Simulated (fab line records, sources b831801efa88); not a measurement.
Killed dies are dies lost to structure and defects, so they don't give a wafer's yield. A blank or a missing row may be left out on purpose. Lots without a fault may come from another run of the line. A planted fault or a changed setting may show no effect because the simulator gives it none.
Which tool did it? | flow sky130 | 6 lots, 18 wafers sampled, at 4 steps of a route of 708

WHAT THE GAUGES READ, wafer by wafer
SKY_VT_ADJUST_NCORE_TW_MEAS_11.
lot  | measured     | on            | VT_ADJUST_NCORE_TW
L144 | day 8 20:29  | film_metro-04 | 219.8 220.3 220.6
L147 | day 9 14:18  | film_metro-02 | 216.6 218.1 216.2
L149 | day 10 04:23 | film_metro-02 | 216.5 215.2 215.7
L153 | day 11 08:14 | film_metro-04 | 226.5 226.2 224.5
L163 | day 14 04:41 | film_metro-03 | 221.9 222.2 221.3
L166 | day 15 12:16 | film_metro-04 | 222.0 221.1 222.9

WHICH TOOL RAN EACH LOT (tool, then ch and the chambers of the sampled wafers, then the start)
lot  | SKY_NWELL_STRIP_25                   | SKY_NWELL_RTA_28                 | SKY_VT_ADJUST_NCORE_IMPLANT_09
L144 | plasma_asher-04 ch 0,1, day 5 15:32  | rtp_anneal-02 ch 0, day 5 15:46  | implanter-02 ch 0, day 8 20:15
L147 | plasma_asher-04 ch 0,1, day 6 06:53  | rtp_anneal-01 ch 0, day 6 07:07  | implanter-02 ch 0, day 9 14:04
L149 | plasma_asher-02 ch 0,1, day 6 18:37  | rtp_anneal-01 ch 0, day 6 18:51  | implanter-01 ch 0, day 10 04:09
L153 | plasma_asher-02 ch 0,1, day 7 20:01  | rtp_anneal-02 ch 0, day 7 20:14  | implanter-01 ch 0, day 11 07:59
L163 | plasma_asher-04 ch 0,1, day 10 05:55 | rtp_anneal-02 ch 0, day 10 06:08 | implanter-04 ch 0, day 14 04:27
L166 | plasma_asher-02 ch 0,1, day 11 06:50 | rtp_anneal-01 ch 0, day 11 07:02 | implanter-01 ch 0, day 15 12:01
- SKY_NWELL_STRIP_25: strips in O2/N2.
- SKY_NWELL_RTA_28: time 30 s.
- SKY_VT_ADJUST_NCORE_IMPLANT_09

THE ANSWER, worked out from the rows above alone
Rule: what is usual is taken from the lots themselves. Put in order of their means at a reading, lots are off if they are a third of the lots or fewer, leave a main group of 4 or more, and stand apart from it by a gap of 3 or more times the standard deviation of the main group's means; of several such gaps the widest counts. A main group whose means are all the same, to the digits that the tables above print for the reading, isn't used. A lot without any number at a reading at which 4 lots or more have one is off too. The other lots that the step has rows for count as sound.
No lot is off at any reading shown: from this, nothing can be told.

WHAT THE SIMULATOR HAD PUT IN
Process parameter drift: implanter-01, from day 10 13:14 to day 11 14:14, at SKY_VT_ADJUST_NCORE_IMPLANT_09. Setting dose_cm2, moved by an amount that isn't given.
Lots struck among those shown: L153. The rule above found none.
